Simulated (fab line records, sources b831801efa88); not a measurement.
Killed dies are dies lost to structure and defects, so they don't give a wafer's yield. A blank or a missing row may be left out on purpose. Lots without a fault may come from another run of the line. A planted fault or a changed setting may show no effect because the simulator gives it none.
fab line records | flow sky130 | part 2 of 2: steps 35 to 46 of 46
record lots=5 wafers=15 last_day=50
route steps=708 shown LDD_HVN@270 LDD_HVP@278 LDD_LDN@289 SPACER@304 POLY_CUT@307
lots that met no fault: from a run of the same line without faults
start_h: hours from the record's first day to the start of the lot's first wafer shown | wait_h: hours since the lot's step before | " the same as in the row above | L1.1+2: a row that stands for several wafers | - no value, or no start given | * or withheld: withheld | < > ~ a bound
route shown NAME@n: a module of which the file shows steps, and the number in the route of the first | usual: mean/standard deviation of fault-free wafers | same: alike in all rows | chamber/n: place in a boat | sites: the reading at each site | _std_site: their standard deviation | _edge_site: outer sites' mean less inner sites' | radius_mm: how far each site lies from the wafer's centre | mask NAME#n: copy n | behind: the tool/chamber that last shaped the wafer | hold: why the lot was held/for how many hours/how that ended | device: the transistor (n, p or np) that didn't switch | end of line: the same wafers' tests at the end of the route | a step without rows: its recipe alone | killed: dies lost to structure and defects at the first sort, not the wafer's yield | map: a wafer's dies, x killed, . not, _ none there
set.NAME: the setting as run; set.NAME@STEP: as run at that earlier step | model.NAME: the simulator's own value behind a step, which no gauge read
lots at some steps of the route; a table a step, a row a wafer
services: from which hour (start_h, from the record's first day; less than 0 if before it) a tool's chamber was out of use, for how many hours, and why
## steps
# step SKY_SPACER_CVD_00
# recipe material=Si3N4 precursor=DCS/NH3 target_thk_nm=43.1 temp_c=770 time_s=740 pressure_mtorr=250
# usual susceptor_temp_C=770.0/0.36 zone_power_top_pct=23.1/1.3
# columns lot.wafer tool chamber start_h wait_h susceptor_temp_C zone_power_top_pct
L080.1 lpcvd-02 0 582.31 0.0 769.6 24.2
L080.5 " 0 " " 770.2 24.5
L080.6 " 0 " " 770.2 24.3
L082.3 lpcvd-02 0 599.83 0.0 769.4 23.9
L082.5 " 0 " " 770.0 24.3
L082.6 " 0 " " 770.0 24.0
L089.1 lpcvd-02 1 662.69 1.6 770.5 21.4
L089.3 " 1 " " 770.2 21.5
L089.6 " 1 " " 770.3 21.6
L090.2 lpcvd-02 1 671.54 0.0 770.3 21.7
L090.4 " 1 " " 769.8 21.9
L090.6 " 1 " " 770.3 21.4
L097.2 lpcvd-02 0 714.62 0.0 769.6 24.3
L097.4 " 0 " " 769.5 24.6
L097.5 " 0 " " 769.7 24.5
# step SKY_SPACER_THK_MEAS_01
# recipe reads=Si3N4_of_SPACER_CVD_00
# usual SPACER_CVD_00_THK=43.3/0.43
# columns lot.wafer tool chamber start_h wait_h SPACER_CVD_00_THK[nm]
L080.1 film_metro-02 - 584.12 0.0 43.9
L080.5 " - " " 43.8
L080.6 " - " " 43.7
L082.3 film_metro-01 - 601.06 0.0 42.6
L082.5 " - " " 42.9
L082.6 " - " " 42.8
L089.1 film_metro-02 - 663.89 0.0 43.0
L089.3 " - " " 43.5
L089.6 " - " " 43.0
L090.2 film_metro-01 - 672.75 0.0 42.5
L090.4 " - " " 43.1
L090.6 " - " " 42.7
L097.2 film_metro-02 - 715.83 0.0 43.3
L097.4 " - " " 42.8
L097.5 " - " " 43.0
# step SKY_SPACER_ETCHBACK_02
# recipe chemistry=CH3F/O2 target=Si3N4 stop_on=SiO2 source_w=400 bias_w=80 pressure_mtorr=25 ch3f_flow_sccm=40 O2_flow_sccm=30 time_s=46.7 target_depth_a=450
# usual drypump_motor_current_A=5.74/0.3 oes_product_au=0.857/0.0066 throttle_valve_pct=10.562/0.0094
# columns lot.wafer tool chamber start_h wait_h drypump_motor_current_A oes_product_au rf_hours_counter_h throttle_valve_pct
L080.1 rie_diel-02 3 584.18 0.1 5.74 0.860 5 10.568
L080.5 " 1 " " 5.87 0.864 - 10.582
L080.6 " 0 " " 5.66 0.862 - 10.554
L082.3 rie_diel-03 0 601.10 0.0 5.64 0.855 58 10.575
L082.5 " 3 " " 5.53 0.849 - 10.562
L082.6 " 2 " " 5.62 0.849 - 10.550
L089.1 rie_diel-03 3 663.95 0.1 5.53 0.864 5 10.572
L089.3 " 2 " " 5.62 0.850 9 10.583
L089.6 " 3 " " 5.53 0.852 - 10.572
L090.2 rie_diel-01 1 672.80 0.0 6.52 0.845 2 10.557
L090.4 " 3 " " 5.60 0.848 0 10.552
L090.6 " 3 " " 5.59 0.846 - 10.554
L097.2 rie_diel-01 0 715.88 0.0 5.43 0.856 2 10.553
L097.4 " 3 " " 5.63 0.851 - 10.556
L097.5 " 0 " " 5.43 0.860 - 10.558
# step SKY_POLY_CUT_DEHYDRATE_00
# recipe temp_c=200 time_s=60
# columns lot.wafer tool chamber start_h wait_h
L080.1+5+6 litho_track-03 0 597.65 13.4
L082.3+5+6 litho_track-04 0 614.87 13.7
L089.1+3+6 litho_track-02 0 677.87 13.9
L090.2+4+6 litho_track-04 0 686.39 13.6
L097.2+4+5 litho_track-04 0 729.39 13.5
# step SKY_POLY_CUT_HMDS_01
# recipe prime_time_s=60 prime_temp_c=120
# columns lot.wafer tool chamber start_h wait_h
L080.1+5+6 litho_track-03 0 597.80 0.1
L082.3+5+6 litho_track-04 0 615.02 0.1
L089.1+3+6 litho_track-02 0 678.02 0.1
L090.2+4+6 litho_track-04 0 686.54 0.1
L097.2+4+5 litho_track-04 0 729.54 0.1
# step SKY_POLY_CUT_COAT_02
# recipe resist=BARC temp_c=withheld time_s=withheld spin_rpm=3000 resist_thk_nm=60
# columns lot.wafer tool chamber start_h wait_h
L080.1+5+6 litho_track-03 0 597.95 0.1
L082.3+5+6 litho_track-04 0 615.17 0.1
L089.1+3+6 litho_track-02 0 678.17 0.1
L090.2+4+6 litho_track-04 0 686.69 0.1
L097.2+4+5 litho_track-04 0 729.69 0.1
# step SKY_POLY_CUT_COAT_03
# recipe resist=KrF-thick spin_rpm=3000 resist_thk_nm=450
# columns lot.wafer tool chamber start_h wait_h
L080.1+5+6 litho_track-03 0 - -
L082.3+5+6 litho_track-04 0 - -
L089.1+3+6 litho_track-02 0 - -
L090.2+4+6 litho_track-04 0 - -
L097.2+4+5 litho_track-04 0 - -
# step SKY_POLY_CUT_SOFTBAKE_04
# recipe temp_c=100 time_s=90 resist=KrF-thick
# columns lot.wafer tool chamber start_h wait_h
L080.1+5+6 litho_track-03 0 - -
L082.3+5+6 litho_track-04 0 - -
L089.1+3+6 litho_track-02 0 - -
L090.2+4+6 litho_track-04 0 - -
L097.2+4+5 litho_track-04 0 - -
# step SKY_POLY_CUT_EXPOSE_05
# recipe mask_id=NPCM na=0.8 source_shape=annular sigma_inner=0.55 sigma_outer=0.85 target_cd_nm=270 dose_mj=32
# usual focus_offset_nm=0.0/0.54
# columns lot.wafer tool chamber start_h wait_h mask focus_offset_nm
L080.1 krf_scanner-01 0 - - NPCM#0 0.5
L080.5 " 0 " " NPCM#0 0.3
L080.6 " 0 " " NPCM#0 0.2
L082.3 krf_scanner-01 0 - - NPCM#0 0.8
L082.5 " 0 " " NPCM#0 -0.3
L082.6 " 0 " " NPCM#0 0.6
L089.1 krf_scanner-02 0 - - NPCM#0 -0.1
L089.3 " 0 " " NPCM#0 -0.1
L089.6 " 0 " " NPCM#0 -0.7
L090.2 krf_scanner-02 0 - - NPCM#0 1.5
L090.4 " 0 " " NPCM#0 0.9
L090.6 " 0 " " NPCM#0 0.9
L097.2 krf_scanner-02 0 - - NPCM#0 0.7
L097.4 " 0 " " NPCM#0 -0.1
L097.5 " 0 " " NPCM#0 -0.1
# step SKY_POLY_CUT_PEB_06
# recipe peb_temp_c=withheld peb_time_s=withheld resist=KrF-thick
# columns lot.wafer tool chamber start_h wait_h
L080.1+5+6 litho_track-04 0 - -
L082.3+5+6 litho_track-03 0 - -
L089.1+3+6 litho_track-04 0 - -
L090.2+4+6 litho_track-04 0 - -
L097.2+4+5 litho_track-02 0 - -
# step SKY_POLY_CUT_DEVELOP_07
# recipe develop_time_s=60 resist=KrF-thick dev_temp_c=21
# same develop_time_s=60
# columns lot.wafer tool chamber start_h wait_h
L080.1+5+6 litho_track-04 0 - -
L082.3+5+6 litho_track-03 0 - -
L089.1+3+6 litho_track-04 0 - -
L090.2+4+6 litho_track-04 0 - -
L097.2+4+5 litho_track-02 0 - -
# step SKY_POLY_CUT_CD_MEAS_08
# recipe target_cd_nm=270
# usual cd_nm=270.1/1.2
# columns lot.wafer tool chamber start_h wait_h cd_nm
L080.1 cd_sem-01 - 613.12 - 272.0
L080.5 " - " " 272.1
L080.6 " - " " 272.1
L082.3 cd_sem-02 - 629.64 - 269.7
L082.5 " - " " 270.9
L082.6 " - " " 270.2
L089.1 cd_sem-01 - 692.47 - 268.5
L089.3 " - " " 270.2
L089.6 " - " " 269.2
L090.2 cd_sem-02 - 701.39 - 269.3
L090.4 " - " " 269.7
L090.6 " - " " 269.7
L097.2 cd_sem-02 - 744.29 - 269.0
L097.4 " - " " 266.7
L097.5 " - " " 268.7
## services
# columns tool chamber start_h hours kind
iline_stepper-01 - 492.22 6.1 repair
implanter-03 - 504.68 2.5 repair
lpcvd-02 - 507.42 0.7 repair
implanter-02 - 509.51 17.8 repair
plasma_asher-02 - 510.40 1.7 repair
iline_stepper-02 - 517.22 1.7 pm
implanter-02 - 521.02 0.5 repair
plasma_asher-02 - 540.37 0.8 repair
iline_stepper-01 - 553.87 1.7 pm
iline_stepper-01 - 563.77 15.9 repair
implanter-02 - 570.46 9.5 repair
iline_stepper-02 - 575.02 5.9 repair
implanter-02 - 584.73 2.3 repair
implanter-02 - 586.08 1.6 repair
plasma_asher-02 - 611.40 4.5 repair
implanter-02 - 616.53 2.0 repair
implanter-03 - 620.63 1.3 repair
implanter-02 - 622.51 4.4 pm
implanter-01 - 626.47 6.1 pm
implanter-03 - 661.04 3.8 repair
implanter-02 - 699.37 36.2 repair
iline_stepper-02 - 716.22 2.1 pm
iline_stepper-02 - 735.41 1.7 pm
plasma_asher-02 - 742.67 0.7 repair
